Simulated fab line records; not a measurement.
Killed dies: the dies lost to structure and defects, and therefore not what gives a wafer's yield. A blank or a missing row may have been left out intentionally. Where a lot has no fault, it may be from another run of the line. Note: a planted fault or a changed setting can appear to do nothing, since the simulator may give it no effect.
Comparing a struck lot with a sound one | flow gf180mcu | 15 out of 602 route steps
Sound: wafers L123.2, L123.3, L123.4. Struck: wafers L130.1, L130.6. Last of all comes the cause.
Per side, at each step with rows, come the tool, then ch with its chambers, and then its first start. Under that, the readings that differ: sound wafers | struck wafers | difference of the means | sigmas: that difference in standard deviations of wafers without a fault.
alike: readings whose means differ by less than 2 such deviations, and words and numbers that are the same on both sides. not compared: withheld readings, readings that some wafer has no value for, bounds like >300 that may hide the same value, and numbers for which the record gives no deviation and whose values overlap.
The two part at a step that has a row with sigmas, a row that says differs or no value, or rows on one side only. When numbers do not overlap yet have no deviation, they are printed without sigmas and do not part them. A reading that every wafer of one side lacks parts them only if that side has two wafers or more.

first, 1 step without rows for these wafers: GF_DUAL_GATE_DEVELOP_10 (develop time 60 s).
GF_DUAL_GATE_OVL_MEAS_11:
  sound: overlay-02 at day 9 23:49; struck: overlay-02 at day 12 03:49
  alike: DUAL_GATE_OVL
then, 1 step without rows for these wafers: GF_DUAL_GATE_WET_ETCH_12 (etches SiO2 in dHF, target depth 13 nm, time 260 s).
GF_DUAL_GATE_STRIP_13: strips in O2/N2.
  sound on plasmaAsher-02 ch 0,1, day 9 23:56; struck on plasmaAsher-04 ch 0,1, day 12 03:56
  alike: drypumpMotorCurrentA, heaterPowerW, oesProductAu, stripTimeToEndpointS
  not compared: rfHoursCounterH
then, 3 steps without rows for these wafers: GF_DUAL_GATE_CLEAN_14 (cleans in SC1/SC2, time 150 s); GF_DUAL_GATE_OXIDATION_15 (stabilise 600 s, purge 300 s, target thk 7.098 nm); GF_POLY_GATE_CVD_00 (deposits poly-Si, target thk 200 nm, time 1200 s).
GF_POLY_GATE_THK_MEAS_01:
  sound: filmMetro-03 at day 10 04:22; struck: filmMetro-03 at day 12 12:40
  alike: POLY_GATE_CVD_00_THK
then, 4 steps without rows for these wafers: GF_POLY_GATE_DEHYDRATE_02 (time 60 s); GF_POLY_GATE_HMDS_03 (prime time 60 s); GF_POLY_GATE_COAT_04; GF_POLY_GATE_COAT_05 (resist thk 700 nm).
GF_POLY_GATE_SOFTBAKE_06: time 60 s.
  sound on lithoTrack-03 ch 0, day 10 13:00; struck on lithoTrack-03 ch 0, day 12 21:00
reading        | sound             | struck      | difference | sigmas
runLengthS (s) | 89.46 89.41 89.38 | 92.70 92.75 | +3.31      | +14
then, 1 step without rows for these wafers: GF_POLY_GATE_EXPOSE_07 (exposes mask Poly2, target cd 280 nm).
-- the record jumps here: 20 days lie between the struck wafers' starts before and after (it left off in module POLY_GATE and takes up again in module PASSIVATION, whose first step shown is number 602 of the route) --
GF_PASSIVATION_PROBE_99:
  rows exist in the record for the struck wafers here (prober-02, day 32 22:38), but not for the sound ones

## WHERE THEY PART
Earliest at GF_POLY_GATE_SOFTBAKE_06; latest, in this record, at GF_PASSIVATION_PROBE_99.

WHY: the cause the simulator had injected
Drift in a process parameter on lithoTrack-03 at GF_POLY_GATE_SOFTBAKE_06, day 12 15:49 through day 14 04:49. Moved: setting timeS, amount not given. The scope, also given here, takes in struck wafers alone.
